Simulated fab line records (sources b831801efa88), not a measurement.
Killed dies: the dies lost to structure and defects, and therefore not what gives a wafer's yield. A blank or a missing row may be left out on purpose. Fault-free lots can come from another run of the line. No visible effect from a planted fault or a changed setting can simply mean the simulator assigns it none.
Chamber matching | flow sky130 | SKY_LI_CONTACT_ETCH_15 on rieDiel-02 has 4 sister chambers
The step etches PSG in C4F8/O2/Ar, stops on Si, target depth 600 nm. 8 wafers are shown with their chamber, then 7 later ones without.

== EACH WAFER AND ITS CHAMBER ==
wafer  | chamber | oesProductAu (a.u.)
L081.1 | 1       | 0.829
L081.3 | 2       | 0.845
L081.6 | 0       | 0.838
L082.2 | 3       | 0.835
L082.4 | 2       | 0.837
L082.6 | 3       | 0.836
L083.1 | 0       | 0.834
L083.3 | 1       | 0.831

== WAFERS MISSING THEIR CHAMBER ==
wafer  | oesProductAu (a.u.)
L083.4 | 0.832
L086.2 | 0.837
L086.5 | 0.833
L086.6 | 0.838
L090.1 | 0.841
L090.4 | 0.837
L090.6 | 0.837

== CHAMBER TAKEN BY EACH ==
wafer  | from the rows above               | in truth
L083.4 | can't be placed: 1 or 3 or 0      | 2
L086.2 | can't be placed: 0 or 3 or 2 or 1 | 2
L086.5 | can't be placed: 3 or 0 or 1 or 2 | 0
L086.6 | can't be placed: 0 or 3 or 2 or 1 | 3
L090.1 | can't be placed: 2 or 0 or 3      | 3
L090.4 | can't be placed: 0 or 3 or 2 or 1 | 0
L090.6 | can't be placed: 0 or 3 or 2 or 1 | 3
Placed correctly: 0 of 7. Not placeable from these rows: 7 (in 6, the candidates include the true chamber). Number placed wrongly: 0.
How it was worked out, from the rows above alone: a wafer's distance from a chamber is the root of the sum, over the readings, of the square of ((its reading less the chamber's mean) divided by the reading's scatter). The wafer belongs to the nearest chamber; if the next one is less than 2 further off, it can't be placed. Each chamber's mean is taken over the wafers shown for it. The scatter: the root of (the sum of the squares of (reading less its chamber's mean) over the shown wafers, divided by (wafers less chambers)).
